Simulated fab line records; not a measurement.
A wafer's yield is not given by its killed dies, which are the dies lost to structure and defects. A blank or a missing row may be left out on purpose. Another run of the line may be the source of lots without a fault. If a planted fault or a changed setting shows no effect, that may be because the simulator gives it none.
Which tool is to blame? + flow gf180mcu + 13 lots, 39 wafers sampled, at 6 steps of a route of 602

## WHAT THE GAUGES READ, wafer by wafer
GF_POLY_GATE_THK_MEAS_01.
| lot  | measured     | on            | POLY_GATE_CVD_00_THK (nm) |
|------|--------------|---------------|---------------------------|
| L598 | day 8 15:19  | film_metro-04 | 201.9 201.1 201.3         |
| L599 | day 8 18:26  | film_metro-02 | 198.0 200.0 200.1         |
| L600 | day 9 03:02  | film_metro-03 | 195.2 196.3 195.0         |
| L604 | day 10 05:57 | film_metro-04 | 196.8 197.7 199.0         |
| L605 | day 10 15:52 | film_metro-04 | 201.6 199.5 201.3         |
| L608 | day 11 12:31 | film_metro-02 | 202.4 201.9 202.3         |
| L609 | day 11 21:02 | film_metro-02 | 201.2 199.9 202.3         |
| L610 | day 12 06:14 | film_metro-02 | 126.5 127.2 125.8         |
| L611 | day 12 09:01 | film_metro-03 | 197.8 197.4 197.9         |
| L612 | day 12 14:09 | film_metro-02 | 129.2 128.8 128.0         |
| L618 | day 14 08:29 | film_metro-02 | 197.9 197.0 198.1         |
| L620 | day 15 01:31 | film_metro-02 | 202.9 204.0 203.5         |
| L621 | day 15 08:24 | film_metro-03 | 201.1 199.5 200.8         |

GF_M1_RS_MEAS_05: uses a four-point probe to measure.
| lot  | measured     | on            | M1_ALCU_RS (ohm/sq)  |
|------|--------------|---------------|----------------------|
| L598 | day 16 05:23 | film_metro-01 | 0.0689 0.0691 0.0699 |
| L599 | day 16 09:09 | film_metro-01 | 0.0697 0.0695 0.0692 |
| L600 | day 16 19:57 | film_metro-04 | 0.0698 0.0698 0.0695 |
| L604 | day 18 11:17 | film_metro-01 | 0.0700 0.0698 0.0698 |
| L605 | day 18 21:16 | film_metro-01 | 0.0710 0.0693 0.0711 |
| L608 | day 20 05:26 | film_metro-01 | 0.0692 0.0711 0.0694 |
| L609 | day 20 13:06 | film_metro-03 | 0.0697 0.0701 0.0700 |
| L610 | day 20 19:14 | film_metro-03 | 0.0694 0.0690 0.0689 |
| L611 | day 21 10:14 | film_metro-03 | 0.0707 0.0713 0.0713 |
| L612 | day 21 11:41 | film_metro-01 | 0.0710 0.0714 0.0696 |
| L618 | day 23 08:10 | film_metro-03 | 0.0707 0.0695 0.0689 |
| L620 | day 24 06:08 | film_metro-01 | 0.0699 0.0696 0.0701 |
| L621 | day 24 11:11 | film_metro-01 | 0.0711 0.0707 0.0707 |

GF_M1_THK_MEAS_06: measures by xrf.
| lot  | measured     | on            | M1_ALCU_THK (nm) |
|------|--------------|---------------|------------------|
| L598 | day 16 05:29 | film_metro-01 | 451 448 444      |
| L599 | day 16 09:16 | film_metro-01 | 450 449 456      |
| L600 | day 16 20:04 | film_metro-04 | 451 452 450      |
| L604 | day 18 11:23 | film_metro-01 | 448 452 451      |
| L605 | day 18 21:22 | film_metro-01 | 441 451 442      |
| L608 | day 20 05:32 | film_metro-01 | 451 439 448      |
| L609 | day 20 13:13 | film_metro-03 | 447 445 449      |
| L610 | day 20 19:21 | film_metro-03 | 451 453 454      |
| L611 | day 21 10:22 | film_metro-03 | 444 442 442      |
| L612 | day 21 11:47 | film_metro-01 | 440 438 447      |
| L618 | day 23 08:17 | film_metro-03 | 444 453 456      |
| L620 | day 24 06:15 | film_metro-01 | 445 450 446      |
| L621 | day 24 11:19 | film_metro-01 | 440 444 440      |

GF_M1_CD_MEAS_14: the cd target is 230 nm.
| lot  | measured     | on        | cd_nm (nm)        |
|------|--------------|-----------|-------------------|
| L598 | day 17 04:35 | cd_sem-02 | 229.7 228.6 229.0 |
| L599 | day 17 07:51 | cd_sem-02 | 229.8 230.7 229.2 |
| L600 | day 17 18:57 | cd_sem-02 | 228.8 229.6 228.4 |
| L604 | day 19 11:40 | cd_sem-01 | 229.4 230.4 230.1 |
| L605 | day 19 21:37 | cd_sem-02 | 229.5 229.8 228.5 |
| L608 | day 21 05:02 | cd_sem-02 | 230.7 230.5 229.7 |
| L609 | day 21 14:07 | cd_sem-02 | 230.0 229.0 230.2 |
| L610 | day 21 19:46 | cd_sem-02 | 229.9 230.7 230.3 |
| L611 | day 22 10:05 | cd_sem-02 | 229.4 228.6 229.9 |
| L612 | day 22 11:12 | cd_sem-02 | 230.5 230.7 229.4 |
| L618 | day 24 06:30 | cd_sem-01 | 228.4 229.6 229.8 |
| L620 | day 25 04:10 | cd_sem-01 | 229.8 230.7 229.7 |
| L621 | day 25 09:02 | cd_sem-01 | 230.4 231.3 231.3 |

## TOOL THAT RAN EACH LOT (tool first, then ch and the chambers of the sampled wafers, then the start)
| lot  | GF_POLY_GATE_CVD_00         | GF_POLY_GATE_ETCH_13             |
|------|-----------------------------|----------------------------------|
| L598 | lpcvd-02 ch 1, day 8 13:59  | rie_si-01 ch 1,2,3, day 9 08:32  |
| L599 | lpcvd-02 ch 0, day 8 17:05  | rie_si-01 ch 1,2,3, day 9 11:47  |
| L600 | lpcvd-02 ch 0, day 9 01:43  | rie_si-02 ch 0,1,2, day 9 20:43  |
| L604 | lpcvd-01 ch 1, day 10 03:56 | rie_si-02 ch 0,1,2, day 10 23:41 |
| L605 | lpcvd-01 ch 1, day 10 14:31 | rie_si-01 ch 2,3, day 11 09:23   |
| L608 | lpcvd-02 ch 0, day 11 11:10 | rie_si-02 ch 0,1, day 12 08:23   |
| L609 | lpcvd-02 ch 0, day 11 19:41 | rie_si-01 ch 2,3, day 12 16:39   |
| L610 | lpcvd-02 ch 0, day 12 03:14 | rie_si-02 ch 0,1,3, day 13 01:49 |
| L611 | lpcvd-01 ch 1, day 12 07:41 | rie_si-01 ch 0,1, day 13 05:14   |
| L612 | lpcvd-02 ch 0, day 12 12:47 | rie_si-02 ch 2,3, day 13 10:13   |
| L618 | lpcvd-01 ch 1, day 14 07:08 | rie_si-01 ch 0,3, day 15 05:32   |
| L620 | lpcvd-02 ch 0, day 15 00:11 | rie_si-02 ch 1,3, day 15 23:10   |
| L621 | lpcvd-01 ch 0, day 15 07:04 | rie_si-01 ch 1,2,3, day 16 06:35 |
- GF_POLY_GATE_CVD_00: deposits poly-Si, target thk 200 nm, time 1200 s.
- GF_POLY_GATE_ETCH_13: etches poly-Si in HBr/Cl2, stops on SiO2, target depth 198.5 nm, time 69.6 s.

## WHAT THE TOOLS THEMSELVES READ (means of the sampled wafers that have a number; where no wafer has one, the mark that the record gives instead)
GF_POLY_GATE_ETCH_13.
| lot  | tool      | drypump_motor_current_A (A) | oes_product_au (a.u.) | throttle_valve_pct (%) |
|------|-----------|-----------------------------|-----------------------|------------------------|
| L598 | rie_si-01 | 5.76                        | 0.992                 | 33.688                 |
| L599 | rie_si-01 | 5.77                        | 0.988                 | 33.678                 |
| L600 | rie_si-02 | 5.64                        | 0.974                 | 33.684                 |
| L604 | rie_si-02 | 5.62                        | 0.977                 | 33.686                 |
| L605 | rie_si-01 | 5.87                        | 0.997                 | 33.683                 |
| L608 | rie_si-02 | 5.55                        | 0.987                 | 33.678                 |
| L609 | rie_si-01 | 5.85                        | 0.990                 | 33.694                 |
| L610 | rie_si-02 | 5.62                        | 0.737                 | 33.680                 |
| L611 | rie_si-01 | 5.89                        | 0.990                 | 33.685                 |
| L612 | rie_si-02 | 5.88                        | 0.743                 | 33.684                 |
| L618 | rie_si-01 | 6.03                        | 0.988                 | 33.686                 |
| L620 | rie_si-02 | 5.72                        | 0.996                 | 33.689                 |
| L621 | rie_si-01 | 5.78                        | 0.989                 | 33.679                 |

## THE ANSWER, worked out from the rows above alone
Rule: the usual values come from the lots themselves. The widest of any qualifying gaps counts: lots, ordered by their means at a reading, are off when they make up no more than a third of the lots, leave a main group of 4 or more, and stand apart from it by 3 or more times the standard deviation of that group's means. Not used: any main group whose means are identical at the precision the tables above print for the reading. Also off: a lot with no number at a reading for which 4 or more lots have one. The other lots that the step has rows for count as sound. After the gauges, taken in route order, come the tools' own readings; for these a lot's mean is taken, as printed above. At the first step where some lot is off, the reading lying furthest off is the one used; lots without a number count as furthest.
Off: L610, L612, seen at GF_POLY_GATE_THK_MEAS_01 (POLY_GATE_CVD_00_THK). The main group has a mean of 199.8 nm with a standard deviation of 2.3.
A tool fits if, at a process step before that reading, it ran every lot that is off, and no sound lot after the first of them. The gauges at GF_POLY_GATE_THK_MEAS_01 aren't tried: what is off there is off at GF_POLY_GATE_ETCH_13 too, on other tools, and a gauge's error can't cause that. Not one of the candidates tried fits.

## WHAT HAD BEEN PUT IN BY THE SIMULATOR
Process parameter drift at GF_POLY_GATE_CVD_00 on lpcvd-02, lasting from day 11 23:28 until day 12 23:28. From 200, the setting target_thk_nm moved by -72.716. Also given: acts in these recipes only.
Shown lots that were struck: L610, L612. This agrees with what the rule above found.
